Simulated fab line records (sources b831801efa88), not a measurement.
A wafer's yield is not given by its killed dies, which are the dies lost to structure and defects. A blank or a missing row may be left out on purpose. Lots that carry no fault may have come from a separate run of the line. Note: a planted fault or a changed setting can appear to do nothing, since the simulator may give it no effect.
Comparing a struck lot with a sound one | flow sky130 | 32 out of 708 route steps
Sound: the wafers L704.1, L704.2, L704.5. Struck: wafers L712.2, L712.3, L712.4. The cause is named last.
At each step with rows: each side's tool, then ch and its chambers, then its first start. Under that, the readings that differ: sound wafers | struck wafers | difference of the means | sigmas: that difference in standard deviations of wafers without a fault.
alike: readings with means less than 2 such deviations apart, plus words and numbers identical on both sides. not compared: withheld readings, readings lacking a value on some wafer, bounds such as >300 that could conceal the same value, and numbers that have no deviation in the record and whose values overlap.
Wherever a step has rows on one side only, a row that says differs or no value, or a row with sigmas, the two part there. Numbers that don't overlap but have no deviation are shown without sigmas and don't part them. A reading missing from all wafers of one side parts the sides only when that side holds two or more wafers.

SKY_FIELD_ISO_BOW_MEAS_00:
  sound on film_metro-04 at day 1 20:00; struck on film_metro-04 at day 3 12:01
  alike: INCOMING_BOW
SKY_FIELD_ISO_OXIDATION_01: stabilise 600 s, purge 300 s, target thk 12 nm.
  sound on furnace-01 ch 0, day 1 21:28; struck on furnace-01 ch 0, day 3 12:07
  reading                                          | sound           | struck               | difference | sigmas
  ox_time_s (s)                                    | 1843 1843 1843  | 1474.4 1474.4 1474.4 | -368.6     |
  model.SiO2_of_FIELD_ISO_OXIDATION_01.thk_nm (nm) | 11.7 11.83 11.6 | 10.43 10.58 10.47    | -1.22      |
  alike: spike_tc_upper_C
SKY_FIELD_ISO_THK_MEAS_02:
  sound on film_metro-01 at day 1 22:58; struck on film_metro-02 at day 3 13:38
  reading                         | sound          | struck         | difference | sigmas
  FIELD_ISO_OXIDATION_00_THK (nm) | 11.7 11.8 11.6 | 10.4 10.6 10.5 | -1.2       | -4
then, 1 step without rows for these wafers: SKY_FIELD_ISO_CVD_03 (deposits Si3N4 from DCS/NH3, target thk 165 nm, time 2830 s).
SKY_FIELD_ISO_THK_MEAS_04:
  sound on film_metro-02 at day 2 01:43; struck on film_metro-02 at day 3 15:29
  alike: FIELD_ISO_CVD_03_THK
then, 8 steps without rows for these wafers: SKY_FIELD_ISO_DEHYDRATE_05 (time 60 s); SKY_FIELD_ISO_HMDS_06 (prime time 60 s); SKY_FIELD_ISO_COAT_07 (resist thk 60 nm); SKY_FIELD_ISO_COAT_08 (resist thk 450 nm); SKY_FIELD_ISO_SOFTBAKE_09 (time 90 s); SKY_FIELD_ISO_EXPOSE_10 (exposes mask FOM, target cd 150 nm); SKY_FIELD_ISO_PEB_11; SKY_FIELD_ISO_DEVELOP_12 (develop time 60 s).
SKY_FIELD_ISO_CD_MEAS_13: target cd 150 nm.
  sound on cd_sem-02 at day 2 16:48; struck on cd_sem-02 at day 4 07:54
  alike: cd_nm
SKY_FIELD_ISO_ETCH_14: etches BARC in N2/H2, stops on SiO2, time 45.9 s, target depth 60 nm.
  sound on rie_diel-03 ch 1,2, day 2 16:55; struck on rie_diel-03 ch 1,2, day 4 08:00
  alike: chamber_pressure_mTorr, drypump_motor_current_A, oes_product_au, throttle_valve_pct
  not compared: rf_hours_counter_h
SKY_FIELD_ISO_ETCH_15: etches the open film in CHF3/O2, stops on Si, target depth 180 nm, time 72 s.
  sound on rie_diel-03 ch 1,2, day 2 16:58; struck on rie_diel-03 ch 1,2, day 4 08:03
  alike: chamber_pressure_mTorr, chf3_flow_sccm, drypump_motor_current_A, oes_product_au, throttle_valve_pct
  not compared: rf_hours_counter_h
SKY_FIELD_ISO_STRIP_16: strips in O2/N2.
  sound on plasma_asher-03 ch 0,1, day 2 17:01; struck on plasma_asher-01 ch 0,1, day 4 08:06
  reading                     | sound       | struck      | difference | sigmas
  drypump_motor_current_A (A) | 5.9 6.5 6.5 | 5.4 5.3 5.2 | -1.0       | -2
  alike: chamber_pressure_mTorr, oes_product_au, strip_time_to_endpoint_s
  not compared: rf_hours_counter_h
SKY_FIELD_ISO_ETCH_17: etches Si in HBr/Cl2/O2, target depth 342 nm, time 97.7 s.
  sound on rie_si-02 ch 0,2,3, day 2 17:07; struck on rie_si-01 ch 1,2,3, day 4 08:12
  alike: chamber_pressure_mTorr, drypump_motor_current_A, he_backside_leak_sccm, oes_product_au, throttle_valve_pct
  not compared: rf_hours_counter_h
then, 5 steps without rows for these wafers: SKY_FIELD_ISO_WET_ETCH_18 (etches Si3N4 in H3PO4, target depth 25 nm, time 286 s); SKY_FIELD_ISO_CLEAN_19 (cleans in SC1/SC2, time 150 s); SKY_FIELD_ISO_CLEAN_20 (cleans in dHF, time 20 s); SKY_FIELD_ISO_WET_ETCH_21 (etches SiO2 in dHF, target depth 20 nm, time 400 s); SKY_FIELD_ISO_OXIDATION_22 (stabilise 600 s, purge 300 s, target thk 10 nm).
SKY_FIELD_ISO_THK_MEAS_23:
  sound on film_metro-04 at day 2 19:13; struck on film_metro-01 at day 4 11:21
  alike: FIELD_ISO_OXIDATION_01_THK
then, 1 step without rows for these wafers: SKY_FIELD_ISO_CVD_24 (deposits SiO2, target thk 595 nm, time 99.2 s).
SKY_FIELD_ISO_THK_MEAS_25:
  sound on film_metro-02 at day 2 19:20; struck on film_metro-04 at day 4 11:29
  alike: FIELD_ISO_CVD_24_THK
then, 1 step without rows for these wafers: SKY_FIELD_ISO_ANNEAL_26 (time 1800 s).
SKY_FIELD_ISO_CMP_27: polishes, stops on Si3N4, t overpolish 16 s, target thk 457.8 nm.
  sound on cmp-01 ch 1,3, day 2 20:57; struck on cmp-01 ch 0,1,3, day 4 14:17
  alike: motor_current_A
then, 1 step without rows for these wafers: SKY_FIELD_ISO_WET_ETCH_28 (etches SiO2 in dHF, target depth 23.7 nm, time 47 s).
SKY_FIELD_ISO_WET_ETCH_29: etches Si3N4 in H3PO4, target depth 160 nm, time 1825 s.
  sound on wet_bench-01 ch 1, day 2 21:13; struck on wet_bench-01 ch 3, day 4 14:34
  reading                                          | sound             | struck           | difference | sigmas
  model.SiO2_of_FIELD_ISO_OXIDATION_01.thk_nm (nm) | 11.38 11.51 11.28 | 10.1 10.25 10.14 | -1.2       |
then, 1 step without rows for these wafers: SKY_FIELD_ISO_WET_ETCH_30 (etches SiO2 in dHF, target depth 25 nm, time 50 s).
-- here the record skips 44 days between the struck wafers' starts before and after, leaving off in module FIELD_ISO and picking up in module PAD_OPEN (first step shown: number 708 of the route) --
SKY_PAD_OPEN_PROBE_99:
  sound on prober-01 at day 46 11:44; struck on prober-01 at day 48 06:06
  alike: killed_at_M0_to_M3, killed_at_M4_up, killed_at_contacts, killed_at_front_end, killed_at_other, killed_dies, killed_open, killed_short

== WHERE THEY PART ==
Earliest at SKY_FIELD_ISO_THK_MEAS_02; latest, in this record, at SKY_FIELD_ISO_STRIP_16. Later steps at which nothing parts them and some readings are alike: SKY_FIELD_ISO_ETCH_17, SKY_FIELD_ISO_THK_MEAS_23, SKY_FIELD_ISO_THK_MEAS_25, SKY_FIELD_ISO_CMP_27, SKY_PAD_OPEN_PROBE_99.

WHY: what the simulator had put in
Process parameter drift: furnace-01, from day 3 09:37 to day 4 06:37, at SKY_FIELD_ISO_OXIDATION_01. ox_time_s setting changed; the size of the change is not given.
